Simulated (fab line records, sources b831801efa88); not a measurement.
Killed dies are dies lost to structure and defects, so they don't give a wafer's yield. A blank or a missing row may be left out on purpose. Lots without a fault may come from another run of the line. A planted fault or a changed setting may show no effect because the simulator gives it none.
A struck lot beside a sound one | flow sky130 | 15 steps out of a route of 708
Sound: wafers L784.1, L784.2, L784.5. Struck: wafers L795.1, L795.2, L795.3. The cause comes at the end.
At each step with rows: each side's tool, then ch and its chambers, then its first start. Under that, the readings that differ: sound wafers | struck wafers | difference of the means | sigmas: that difference in standard deviations of wafers without a fault.
alike: readings whose means differ by less than 2 such deviations, and words and numbers that are the same on both sides. not compared: withheld readings, readings that some wafer has no value for, bounds like >300 that may hide the same value, and numbers for which the record gives no deviation and whose values overlap.
The two part at a step that has a row with sigmas, a row that says differs or no value, or rows on one side only. Numbers that don't overlap but have no deviation are shown without sigmas and don't part them. A reading that every wafer of one side lacks parts them only if that side has two wafers or more.

SKY_FIELD_ISO_ETCH_17: etches Si in HBr/Cl2/O2, target depth 342 nm, time 97.7 s.
  sound on rie_si-01 ch 2,3, day 3 06:47; struck on rie_si-01 ch 0,1,3, day 5 17:23
  alike: HBr_flow_sccm, O2_flow_sccm, chamber_pressure_mTorr, drypump_motor_current_A, oes_product_au, throttle_valve_pct
  not compared: rf_hours_counter_h
then, 5 steps without rows for these wafers: SKY_FIELD_ISO_WET_ETCH_18 (etches Si3N4 in H3PO4, target depth 25 nm, time 286 s); SKY_FIELD_ISO_CLEAN_19 (cleans in SC1/SC2, time 150 s); SKY_FIELD_ISO_CLEAN_20 (cleans in dHF, time 20 s); SKY_FIELD_ISO_WET_ETCH_21 (etches SiO2 in dHF, target depth 20 nm, time 400 s); SKY_FIELD_ISO_OXIDATION_22 (stabilise 600 s, purge 300 s, target thk 10 nm).
SKY_FIELD_ISO_THK_MEAS_23:
  sound on film_metro-01, day 3 09:29; struck on film_metro-01, day 5 18:55
  alike: FIELD_ISO_OXIDATION_01_THK
then, 1 step without rows for these wafers: SKY_FIELD_ISO_CVD_24 (deposits SiO2, target thk 595 nm, time 99.2 s).
SKY_FIELD_ISO_THK_MEAS_25:
  sound on film_metro-01, day 3 09:38; struck on film_metro-02, day 5 19:02
  alike: FIELD_ISO_CVD_24_THK
then, 1 step without rows for these wafers: SKY_FIELD_ISO_ANNEAL_26 (time 1800 s).
SKY_FIELD_ISO_CMP_27: polishes, stops on Si3N4, t overpolish 17.05 s, target thk 457.8 nm.
  sound on cmp-02 ch 2,3, day 3 11:29; struck on cmp-02 ch 0,1,3, day 5 21:01
  alike: edge_zone_pressure_frac, motor_current_A, overpolish_run_s, time_to_endpoint_s
then, 1 step without rows for these wafers: SKY_FIELD_ISO_WET_ETCH_28 (etches SiO2 in dHF, target depth 23.7 nm, time 47 s).
SKY_FIELD_ISO_WET_ETCH_29: etches Si3N4 in H3PO4, target depth 160 nm, time 1825 s.
  sound on wet_bench-04 ch 0, day 3 11:48; struck on wet_bench-02 ch 3, day 5 21:20
  no value came back on the struck wafers for bath_guard_temp_C (C), bath_heat_duty_pct (%); on the sound wafers bath_guard_temp_C (C) reads 160.3 160.7 160.1
  reading                                     | sound | struck            | difference | sigmas
  model.Si3N4_of_FIELD_ISO_CVD_03.thk_nm (nm) | 0 0 0 | 119.4 118.4 117.9 | +118.6     |
then, 1 step without rows for these wafers: SKY_FIELD_ISO_WET_ETCH_30 (etches SiO2 in dHF, target depth 25 nm, time 50 s).
-- the record jumps here: 44 days lie between the struck wafers' starts before and after (it left off in module FIELD_ISO and takes up again in module PAD_OPEN, whose first step shown is number 708 of the route) --
SKY_PAD_OPEN_PROBE_99:
  the record has rows for the struck wafers here (prober-02, day 50 02:24) and none for the sound ones

WHERE THEY PART
First at SKY_FIELD_ISO_WET_ETCH_29; last, within this record, at SKY_PAD_OPEN_PROBE_99.

WHY: what the simulator had put in
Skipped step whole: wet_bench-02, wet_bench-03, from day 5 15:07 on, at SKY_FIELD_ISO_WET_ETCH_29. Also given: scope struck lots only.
